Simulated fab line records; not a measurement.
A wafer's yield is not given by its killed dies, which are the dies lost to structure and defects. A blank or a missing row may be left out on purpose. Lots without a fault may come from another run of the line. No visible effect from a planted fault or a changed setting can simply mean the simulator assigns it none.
fab line records | flow gf180mcu
record lots=13 | wafers=39 | last_day=34
route steps=602 shown HV_LDD@186 NSD@239
lots that met no fault: from a run of the same line without faults
start_h: hours from the record's first day to the start of the lot's first wafer shown | wait_h: time in hours since the lot's previous step | " as in the row above | L1.1+2: several wafers, shown together as one row | - no value, or no start given | * or withheld: withheld | < > ~ a bound
route shown NAME@n: a module of which the file shows steps, and the number in the route of the first | usual: the fault-free wafers' mean and standard deviation | same: alike in all rows | chamber/n: place in a boat | sites: readings site by site | _std_site: standard deviation across them | _edge_site: the outer-site mean with the inner-site mean subtracted | radius_mm: how far each site lies from the wafer's centre | mask NAME#n: copy n | behind: the tool/chamber that last shaped the wafer | hold: reason for holding the lot/hours on hold/outcome of the hold | device: whichever transistor did not switch (one of n, p or np) | end of line: the same wafers' tests at the end of the route | where a step has no rows: the recipe by itself | killed: dies lost to structure and defects at the first sort, not the wafer's yield | map: per-die view of a wafer (x killed, . not killed, _ where there is no die)
set.NAME: the run value of the setting; set.NAME@STEP: its run value at that earlier step | model.NAME: the simulator's own value behind a step, which no gauge read
route steps across a sampled set of lots; one table per step, one row per wafer
services: a tool's chamber out of use, with start hour (start_h, from the record's first day; less than 0 if before it), hours out, and reason
## steps
# step GF_HV_LDD_STRIP_10
# recipe chemistry=O2/N2 | power_w=1400 | pressure_mtorr=1500 | platen_temp_c=250 | o2_flow_sccm=3000 | n2_flow_sccm=300 | overash_fraction=0.5
# usual drypump_motor_current_A=5.6/0.4 | heater_power_w=331/46 | oes_product_au=0.716/0.0051 | strip_time_to_endpoint_s=12.63/0.037
lot.wafer | tool            | chamber | start_h | wait_h | drypump_motor_current_A | heater_power_w | oes_product_au | rf_hours_counter_h | strip_time_to_endpoint_s
L117.2    | plasma_asher-03 | 0       | 215.01  | 0.1    | 6.2                     | 260            | 0.719          | 55                 | 12.74
L117.5    | "               | 1       | "       | "      | 5.2                     | 284            | 0.715          | -                  | 12.71
L117.6    | "               | 0       | "       | "      | 6.2                     | 272            | 0.709          | -                  | 12.69
L118.3    | plasma_asher-01 | 1       | 232.21  | 0.1    | 5.3                     | 382            | 0.718          | -                  | 12.63
L118.4    | "               | 0       | "       | "      | 5.2                     | 360            | 0.710          | -                  | 12.64
L118.6    | "               | 1       | "       | "      | 5.4                     | 389            | 0.717          | -                  | 12.63
L121.1    | plasma_asher-03 | 1       | 252.11  | 0.1    | 5.2                     | 288            | 0.711          | 59                 | 12.66
L121.2    | "               | 0       | "       | "      | 6.2                     | 264            | 0.716          | 59                 | 12.70
L121.3    | "               | 0       | "       | "      | 6.2                     | 263            | 0.707          | -                  | 12.67
L126.2    | plasma_asher-03 | 1       | 286.86  | 0.1    | 5.3                     | 289            | 0.713          | 62                 | 12.64
L126.3    | "               | 0       | "       | "      | 6.2                     | 263            | 0.714          | -                  | 12.65
L126.5    | "               | 0       | "       | "      | 6.2                     | 262            | 0.712          | -                  | 12.70
L131.3    | plasma_asher-01 | 1       | 320.81  | 0.1    | 5.4                     | 376            | 0.714          | -                  | 12.66
L131.5    | "               | 1       | "       | "      | 5.4                     | 385            | 0.715          | -                  | 12.65
L131.6    | "               | 0       | "       | "      | 5.2                     | 364            | 0.712          | -                  | 12.65
L132.1    | plasma_asher-01 | 1       | 325.46  | 0.1    | 5.4                     | 382            | 0.718          | 54                 | 12.60
L132.2    | "               | 0       | "       | "      | 5.3                     | 364            | 0.718          | 54                 | 12.64
L132.4    | "               | 0       | "       | "      | 5.2                     | 357            | 0.717          | -                  | 12.59
L133.1    | plasma_asher-04 | 1       | 333.71  | 0.1    | 5.9                     | 343            | 0.716          | 23                 | 12.57
L133.3    | "               | 0       | "       | "      | 6.0                     | 343            | 0.715          | -                  | 12.61
L133.4    | "               | 1       | "       | "      | 5.9                     | 346            | 0.712          | -                  | 12.60
L134.1    | plasma_asher-04 | 1       | 343.83  | 0.1    | 5.9                     | 352            | 0.708          | 24                 | 12.66
L134.3    | "               | 0       | "       | "      | 6.0                     | 349            | 0.717          | -                  | 12.66
L134.6    | "               | 0       | "       | "      | 6.0                     | 340            | 0.718          | -                  | 12.65
L135.3    | plasma_asher-01 | 0       | 346.36  | 0.1    | 5.2                     | 363            | 0.716          | -                  | 12.66
L135.5    | "               | 1       | "       | "      | 5.4                     | 383            | 0.721          | -                  | 12.67
L135.6    | "               | 0       | "       | "      | 5.3                     | 366            | 0.718          | -                  | 12.67
L136.1    | plasma_asher-04 | 0       | 354.66  | 0.1    | 6.0                     | 339            | 0.712          | 25                 | 12.62
L136.5    | "               | 0       | "       | "      | 5.9                     | 350            | 0.709          | -                  | 12.64
L136.6    | "               | 1       | "       | "      | 5.9                     | 352            | 0.731          | -                  | 12.64
L137.1    | plasma_asher-03 | 0       | 363.13  | 0.1    | 6.2                     | 263            | 0.717          | 71                 | 12.64
L137.3    | "               | 0       | "       | "      | 6.2                     | 261            | 0.722          | -                  | 12.61
L137.4    | "               | 1       | "       | "      | 5.3                     | 281            | 0.715          | -                  | 12.66
L138.1    | plasma_asher-01 | 0       | 371.88  | 0.1    | 5.3                     | 367            | 0.715          | 58                 | 12.64
L138.3    | "               | 1       | "       | "      | 5.4                     | 387            | 0.712          | -                  | 12.66
L138.5    | "               | 1       | "       | "      | 5.4                     | 383            | 0.715          | -                  | 12.65
L140.3    | plasma_asher-04 | 0       | 382.06  | 0.1    | 6.0                     | 335            | 0.720          | -                  | 12.66
L140.5    | "               | 0       | "       | "      | 6.0                     | 344            | 0.715          | -                  | 12.63
L140.6    | "               | 1       | "       | "      | 5.9                     | 347            | 0.723          | -                  | 12.62
# step GF_HV_LDD_TW_MEAS_23
# usual HV_LDD_2_TW=1055/11
lot.wafer | tool          | chamber | start_h | wait_h | HV_LDD_2_TW
L117.2    | film_metro-04 | -       | 233.57  | 0.1    | 1064
L117.5    | "             | -       | "       | "      | 1063
L117.6    | "             | -       | "       | "      | 1064
L118.3    | film_metro-02 | -       | 251.33  | 0.1    | 1035
L118.4    | "             | -       | "       | "      | 1033
L118.6    | "             | -       | "       | "      | 1036
L121.1    | film_metro-01 | -       | 272.26  | 0.1    | 1052
L121.2    | "             | -       | "       | "      | 1044
L121.3    | "             | -       | "       | "      | 1050
L126.2    | film_metro-04 | -       | 307.37  | 0.1    | 1064
L126.3    | "             | -       | "       | "      | 1066
L126.5    | "             | -       | "       | "      | 1068
L131.3    | film_metro-04 | -       | 342.49  | 0.2    | 1063
L131.5    | "             | -       | "       | "      | 1067
L131.6    | "             | -       | "       | "      | 1071
L132.1    | film_metro-02 | -       | 347.36  | 0.1    | 1032
L132.2    | "             | -       | "       | "      | 1035
L132.4    | "             | -       | "       | "      | 1042
L133.1    | film_metro-01 | -       | 356.26  | 0.1    | 1051
L133.3    | "             | -       | "       | "      | 1051
L133.4    | "             | -       | "       | "      | 1050
L134.1    | film_metro-02 | -       | 366.21  | 0.1    | 1049
L134.3    | "             | -       | "       | "      | 1046
L134.6    | "             | -       | "       | "      | 1047
L135.3    | film_metro-02 | -       | 368.53  | 0.1    | 1044
L135.5    | "             | -       | "       | "      | 1041
L135.6    | "             | -       | "       | "      | 1047
L136.1    | film_metro-02 | -       | 377.06  | 0.1    | 1045
L136.5    | "             | -       | "       | "      | 1043
L136.6    | "             | -       | "       | "      | 1049
L137.1    | film_metro-04 | -       | 385.96  | 0.1    | 1064
L137.3    | "             | -       | "       | "      | 1064
L137.4    | "             | -       | "       | "      | 1061
L138.1    | film_metro-04 | -       | 395.26  | 0.1    | 1068
L138.3    | "             | -       | "       | "      | 1064
L138.5    | "             | -       | "       | "      | 1063
L140.3    | film_metro-04 | -       | 405.33  | 0.1    | 1064
L140.5    | "             | -       | "       | "      | 1070
L140.6    | "             | -       | "       | "      | 1067
# step GF_HV_LDD_ETCHBACK_58
# recipe chemistry=CH3F/O2 | target=Si3N4 | stop_on=SiO2 | source_w=400 | bias_w=80 | pressure_mtorr=25 | ch3f_flow_sccm=40 | O2_flow_sccm=30 | time_s=100 | target_depth_a=900
# usual O2_flow_sccm=30.00/0.089 | ch3f_flow_sccm=40.01/0.12 | drypump_motor_current_A=5.97/0.29 | oes_product_au=0.844/0.0074 | throttle_valve_pct=10.560/0.0087
lot.wafer | tool        | chamber | start_h | wait_h | O2_flow_sccm | ch3f_flow_sccm | drypump_motor_current_A | oes_product_au | rf_hours_counter_h | throttle_valve_pct
L117.2    | rie_diel-02 | 0       | 277.59  | 0.0    | 30.16        | 40.10          | 6.05                    | 0.848          | 2                  | 10.564
L117.5    | "           | 2       | "       | "      | 29.97        | 40.04          | 5.63                    | 0.845          | -                  | 10.547
L117.6    | "           | 3       | "       | "      | 30.00        | 39.95          | 5.97                    | 0.838          | -                  | 10.559
L118.3    | rie_diel-01 | 1       | 295.92  | 0.0    | 29.76        | 39.98          | 6.11                    | 0.840          | 55                 | 10.541
L118.4    | "           | 0       | "       | "      | 30.04        | 39.93          | 6.24                    | 0.834          | 62                 | 10.549
L118.6    | "           | 0       | "       | "      | 30.11        | 39.99          | 6.21                    | 0.828          | -                  | 10.550
L121.1    | rie_diel-02 | 3       | 316.13  | 0.1    | 30.01        | 40.03          | 5.97                    | 0.836          | 121                | 10.549
L121.2    | "           | 2       | "       | "      | 30.15        | 40.05          | 5.61                    | 0.839          | 4                  | 10.552
L121.3    | "           | 1       | "       | "      | 29.90        | 40.13          | 5.92                    | 0.838          | 2                  | 10.547
L126.2    | rie_diel-02 | 1       | 353.52  | 0.0    | 29.87        | 40.03          | 5.88                    | 0.846          | 3                  | 10.549
L126.3    | "           | 0       | "       | "      | 30.09        | 39.64          | 6.04                    | 0.851          | 4                  | 10.556
L126.5    | "           | 2       | "       | "      | 30.05        | 40.28          | 5.58                    | 0.850          | -                  | 10.562
L131.3    | rie_diel-04 | 2       | 390.84  | 0.0    | 30.09        | 39.90          | 5.56                    | 0.836          | 49                 | 10.568
L131.5    | "           | 1       | "       | "      | 30.04        | 40.17          | 6.49                    | 0.841          | -                  | 10.564
L131.6    | "           | 2       | "       | "      | 30.23        | 39.92          | 5.53                    | 0.848          | -                  | 10.560
L132.1    | rie_diel-02 | 0       | 395.98  | 0.1    | 30.07        | 40.00          | 6.04                    | 0.855          | 5                  | 10.560
L132.2    | "           | 3       | "       | "      | 29.99        | 40.14          | 5.99                    | 0.857          | 0                  | 10.563
L132.4    | "           | 2       | "       | "      | 29.90        | 39.86          | 5.61                    | 0.865          | 6                  | 10.573
L133.1    | rie_diel-02 | 0       | 405.24  | 0.1    | 30.19        | 40.11          | 6.08                    | 0.846          | 5                  | 10.576
L133.3    | "           | 1       | "       | "      | 29.85        | 39.92          | 5.91                    | 0.838          | 5                  | 10.556
L133.4    | "           | 2       | "       | "      | 29.99        | 40.16          | 5.61                    | 0.844          | 6                  | 10.573
L134.1    | rie_diel-02 | 2       | 414.82  | 0.1    | 29.96        | 39.97          | 5.55                    | 0.838          | 7                  | 10.574
L134.3    | "           | 3       | "       | "      | 29.88        | 39.86          | 5.97                    | 0.834          | 1                  | 10.556
L134.6    | "           | 2       | "       | "      | 30.01        | 39.84          | 5.59                    | 0.828          | -                  | 10.549
L135.3    | rie_diel-02 | 1       | 417.94  | 0.0    | 30.01        | 39.96          | 5.90                    | 0.840          | 5                  | 10.545
L135.5    | "           | 3       | "       | "      | 29.97        | 39.93          | 5.98                    | 0.845          | -                  | 10.571
L135.6    | "           | 2       | "       | "      | 29.94        | 40.23          | 5.61                    | 0.849          | -                  | 10.553
L136.1    | rie_diel-01 | 2       | 426.22  | 0.1    | 30.02        | 40.02          | 6.13                    | 0.846          | 71                 | 10.558
L136.5    | "           | 0       | "       | "      | 29.96        | 39.87          | 6.24                    | 0.844          | -                  | 10.549
L136.6    | "           | 3       | "       | "      | 30.14        | 40.16          | 6.36                    | 0.852          | -                  | 10.554
L137.1    | rie_diel-01 | 2       | 436.35  | 0.1    | 29.92        | 40.11          | 6.17                    | 0.853          | 71                 | 10.562
L137.3    | "           | 3       | "       | "      | 30.04        | 39.96          | 6.35                    | 0.856          | 12                 | 10.557
L137.4    | "           | 1       | "       | "      | 30.17        | 40.04          | 6.11                    | 0.854          | 59                 | 10.568
L138.1    | rie_diel-04 | 3       | 447.38  | 0.1    | 30.07        | 40.07          | 5.80                    | 0.849          | 84                 | 10.561
L138.3    | "           | 0       | "       | "      | 29.90        | 39.88          | 5.63                    | 0.841          | 4                  | 10.555
L138.5    | "           | 2       | "       | "      | 29.96        | 40.03          | 5.56                    | 0.843          | -                  | 10.565
L140.3    | rie_diel-04 | 2       | 456.44  | 0.0    | 29.91        | 39.96          | 5.60                    | 0.849          | 50                 | 10.559
L140.5    | "           | 2       | "       | "      | 29.91        | 39.98          | 5.58                    | 0.848          | -                  | 10.547
L140.6    | "           | 3       | "       | "      | 30.04        | 39.85          | 5.79                    | 0.842          | -                  | 10.564
# step GF_NSD_EXPOSE_04
# recipe mask_id=Nplus | target_cd_nm=400 | na=0.6 | source_shape=conventional | sigma_outer=0.6 | dose_mj=140
# usual focus_offset_nm=-0.1/0.56
# same na=0.6
lot.wafer | tool             | chamber | start_h | wait_h | mask            | focus_offset_nm
L117.2    | iline_stepper-02 | 0       | 288.25  | -      | Nplus#0         | -0.2
L117.5    | "                | 0       | "       | "      | Nplus#0         | -0.1
L117.6    | "                | 0       | "       | "      | Nplus#0         | 0.1
L118.3    | iline_stepper-02 | 0       | 306.11  | -      | Nplus#0         | -0.2
L118.4    | "                | 0       | "       | "      | Nplus#0         | -1.1
L118.6    | "                | 0       | "       | "      | Nplus#0         | 0.0
L121.1    | iline_stepper-02 | 0       | 325.97  | -      | Pplus_HV_AREA#0 | -0.8
L121.2    | "                | 0       | "       | "      | Pplus_HV_AREA#0 | -0.4
L121.3    | "                | 0       | "       | "      | Pplus_HV_AREA#0 | -1.2
L126.2    | iline_stepper-02 | 0       | 364.06  | -      | Nplus#0         | -0.3
L126.3    | "                | 0       | "       | "      | Nplus#0         | -0.2
L126.5    | "                | 0       | "       | "      | Nplus#0         | 0.3
L131.3    | iline_stepper-02 | 0       | 403.01  | -      | Nplus#0         | -0.6
L131.5    | "                | 0       | "       | "      | Nplus#0         | 0.0
L131.6    | "                | 0       | "       | "      | Nplus#0         | 0.3
L132.1    | iline_stepper-01 | 0       | 407.19  | -      | Nplus#0         | -0.1
L132.2    | "                | 0       | "       | "      | Nplus#0         | -0.2
L132.4    | "                | 0       | "       | "      | Nplus#0         | 0.3
L133.1    | iline_stepper-02 | 0       | 416.53  | -      | Nplus#0         | 0.6
L133.3    | "                | 0       | "       | "      | Nplus#0         | 0.1
L133.4    | "                | 0       | "       | "      | Nplus#0         | -0.1
L134.1    | iline_stepper-01 | 0       | 426.83  | -      | Nplus#0         | -0.7
L134.3    | "                | 0       | "       | "      | Nplus#0         | 0.2
L134.6    | "                | 0       | "       | "      | Nplus#0         | 0.5
L135.3    | iline_stepper-02 | 0       | 430.32  | -      | Nplus#0         | 0.1
L135.5    | "                | 0       | "       | "      | Nplus#0         | 0.4
L135.6    | "                | 0       | "       | "      | Nplus#0         | 0.2
L136.1    | iline_stepper-02 | 0       | 437.50  | -      | Nplus#0         | -0.2
L136.5    | "                | 0       | "       | "      | Nplus#0         | -0.4
L136.6    | "                | 0       | "       | "      | Nplus#0         | 0.2
L137.1    | iline_stepper-02 | 0       | 447.95  | -      | Nplus#0         | -0.7
L137.3    | "                | 0       | "       | "      | Nplus#0         | -1.1
L137.4    | "                | 0       | "       | "      | Nplus#0         | -0.3
L138.1    | iline_stepper-02 | 0       | 459.50  | -      | Nplus#0         | 0.7
L138.3    | "                | 0       | "       | "      | Nplus#0         | 0.0
L138.5    | "                | 0       | "       | "      | Nplus#0         | -0.1
L140.3    | iline_stepper-01 | 0       | 468.14  | -      | Nplus#0         | 0.0
L140.5    | "                | 0       | "       | "      | Nplus#0         | -0.3
L140.6    | "                | 0       | "       | "      | Nplus#0         | -1.2
# step GF_NSD_CD_MEAS_07
# recipe target_cd_nm=400
# usual cd_nm=400.0/1.9
lot.wafer | tool      | chamber | start_h | wait_h | cd_nm
L117.2    | cd_sem-01 | -       | 297.59  | 0.1    | 401.7
L117.5    | "         | -       | "       | "      | 396.3
L117.6    | "         | -       | "       | "      | 398.1
L118.3    | cd_sem-02 | -       | 316.75  | 0.1    | 403.2
L118.4    | "         | -       | "       | "      | 401.2
L118.6    | "         | -       | "       | "      | 401.4
L121.1    | cd_sem-01 | -       | 336.57  | 0.1    | -
L121.2    | "         | -       | "       | "      | -
L121.3    | "         | -       | "       | "      | -
L126.2    | cd_sem-01 | -       | 374.69  | 0.1    | 398.7
L126.3    | "         | -       | "       | "      | 400.2
L126.5    | "         | -       | "       | "      | 398.5
L131.3    | cd_sem-01 | -       | 414.16  | 0.1    | 401.3
L131.5    | "         | -       | "       | "      | 402.1
L131.6    | "         | -       | "       | "      | 401.9
L132.1    | cd_sem-02 | -       | 418.65  | 0.1    | 397.6
L132.2    | "         | -       | "       | "      | 400.0
L132.4    | "         | -       | "       | "      | 400.9
L133.1    | cd_sem-01 | -       | 428.60  | 0.1    | 400.6
L133.3    | "         | -       | "       | "      | 401.3
L133.4    | "         | -       | "       | "      | 401.8
L134.1    | cd_sem-01 | -       | 438.75  | 0.1    | 401.0
L134.3    | "         | -       | "       | "      | 401.0
L134.6    | "         | -       | "       | "      | 399.2
L135.3    | cd_sem-01 | -       | 441.99  | 0.1    | 399.8
L135.5    | "         | -       | "       | "      | 402.0
L135.6    | "         | -       | "       | "      | 401.3
L136.1    | cd_sem-01 | -       | 449.45  | 0.1    | 398.6
L136.5    | "         | -       | "       | "      | 397.5
L136.6    | "         | -       | "       | "      | 401.0
L137.1    | cd_sem-01 | -       | 459.97  | 0.1    | 401.1
L137.3    | "         | -       | "       | "      | 400.4
L137.4    | "         | -       | "       | "      | 401.6
L138.1    | cd_sem-02 | -       | 471.55  | 0.1    | 399.5
L138.3    | "         | -       | "       | "      | 398.0
L138.5    | "         | -       | "       | "      | 399.6
L140.3    | cd_sem-01 | -       | 480.39  | 0.1    | 400.6
L140.5    | "         | -       | "       | "      | 399.2
L140.6    | "         | -       | "       | "      | 402.6
# step GF_NSD_TW_MEAS_12
# usual NSD_TW=4212/31
lot.wafer | tool          | chamber | start_h | wait_h | NSD_TW
L117.2    | film_metro-03 | -       | 298.14  | 0.1    | 4192
L117.5    | "             | -       | "       | "      | 4187
L117.6    | "             | -       | "       | "      | 4187
L118.3    | film_metro-03 | -       | 317.28  | 0.1    | 4249
L118.4    | "             | -       | "       | "      | 4238
L118.6    | "             | -       | "       | "      | 4259
L121.1    | film_metro-03 | -       | 337.12  | 0.1    | 30
L121.2    | "             | -       | "       | "      | 30
L121.3    | "             | -       | "       | "      | 30
L126.2    | film_metro-03 | -       | 375.23  | 0.1    | 4242
L126.3    | "             | -       | "       | "      | 4245
L126.5    | "             | -       | "       | "      | 4240
L131.3    | film_metro-03 | -       | 414.69  | 0.1    | 4214
L131.5    | "             | -       | "       | "      | 4225
L131.6    | "             | -       | "       | "      | 4224
L132.1    | film_metro-02 | -       | 419.21  | 0.1    | 4183
L132.2    | "             | -       | "       | "      | 4168
L132.4    | "             | -       | "       | "      | 4169
L133.1    | film_metro-02 | -       | 429.16  | 0.1    | 4168
L133.3    | "             | -       | "       | "      | 4186
L133.4    | "             | -       | "       | "      | 4157
L134.1    | film_metro-02 | -       | 439.31  | 0.1    | 4216
L134.3    | "             | -       | "       | "      | 4221
L134.6    | "             | -       | "       | "      | 4230
L135.3    | film_metro-02 | -       | 442.53  | 0.1    | 4217
L135.5    | "             | -       | "       | "      | 4218
L135.6    | "             | -       | "       | "      | 4197
L136.1    | film_metro-01 | -       | 450.01  | 0.1    | 4235
L136.5    | "             | -       | "       | "      | 4238
L136.6    | "             | -       | "       | "      | 4239
L137.1    | film_metro-01 | -       | 460.52  | 0.1    | 4258
L137.3    | "             | -       | "       | "      | 4239
L137.4    | "             | -       | "       | "      | 4226
L138.1    | film_metro-01 | -       | 472.11  | 0.1    | 4235
L138.3    | "             | -       | "       | "      | 4239
L138.5    | "             | -       | "       | "      | 4239
L140.3    | film_metro-01 | -       | 480.93  | 0.1    | 4253
L140.5    | "             | -       | "       | "      | 4236
L140.6    | "             | -       | "       | "      | 4263
## services
tool             | chamber | start_h | hours | kind
rie_diel-01      | 2       | 195.36  | 3.0   | repair
rie_diel-01      | 2       | 202.41  | 2.0   | repair
rie_diel-01      | 3       | 209.99  | 1.3   | repair
rie_diel-01      | 3       | 242.26  | 12.6  | repair
rie_diel-01      | 2       | 248.36  | 10.2  | repair
rie_diel-04      | 2       | 250.72  | 9.6   | repair
iline_stepper-01 | -       | 254.07  | 1.7   | pm
rie_diel-02      | -       | 268.60  | 1.0   | repair
iline_stepper-02 | -       | 270.53  | 1.7   | pm
rie_diel-04      | 2       | 286.19  | 18.4  | repair
rie_diel-04      | 0       | 330.26  | 11.3  | repair
rie_diel-01      | 3       | 336.44  | 2.8   | repair
rie_diel-04      | 0       | 343.78  | 15.6  | repair
iline_stepper-01 | -       | 383.92  | 14.5  | repair
rie_diel-02      | 3       | 388.75  | 2.9   | repair
rie_diel-01      | 1       | 390.33  | 8.8   | repair
iline_stepper-02 | 0       | 393.22  | -     | calibration
rie_diel-02      | 2       | 408.10  | 1.5   | repair
plasma_asher-03  | -       | 421.25  | 9.0   | pm
plasma_asher-04  | -       | 434.84  | 2.8   | pm
rie_diel-01      | 0       | 437.44  | 2.5   | repair
rie_diel-02      | 1       | 450.88  | 12.3  | repair
plasma_asher-01  | -       | 455.79  | 3.6   | repair
rie_diel-01      | 1       | 467.12  | 5.3   | repair
## key
first_sign step=GF_NSD_EXPOSE_04 | reading=mask | direction=changed
effect step=GF_NSD_CD_MEAS_07 | reading=cd_nm | direction=missing
effect step=GF_NSD_TW_MEAS_12 | reading=NSD_TW | direction=down | sigmas=99+ | usual=4212 | struck=30
met_at GF_NSD_EXPOSE_04
struck_lots L121
sort_left_out L121.1,L121.2,L121.3
tester_left_out L121
not_acting_at GF_HV_LDD_STRIP_10,GF_HV_LDD_TW_MEAS_23,GF_HV_LDD_ETCHBACK_58
onset_between 306.11 325.97
fault kind=wrong_mask | tool=any | chamber=- | onset_h=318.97 | steps=GF_NSD_EXPOSE_04 | aux_copy=Pplus_HV_AREA#0 | scope=struck_lots_only
# tester_left_out: of these lots the tester's yield and bins aren't shown, on N5 and GAA mostly nor the transistor test; their killed dies are dies lost to structure and defects alone, not to doping, threshold or leakage, so they don't give the yield
# sort_left_out: the simulated sort isn't trusted on such a fault, so these wafers' sort isn't shown, and their yield isn't known
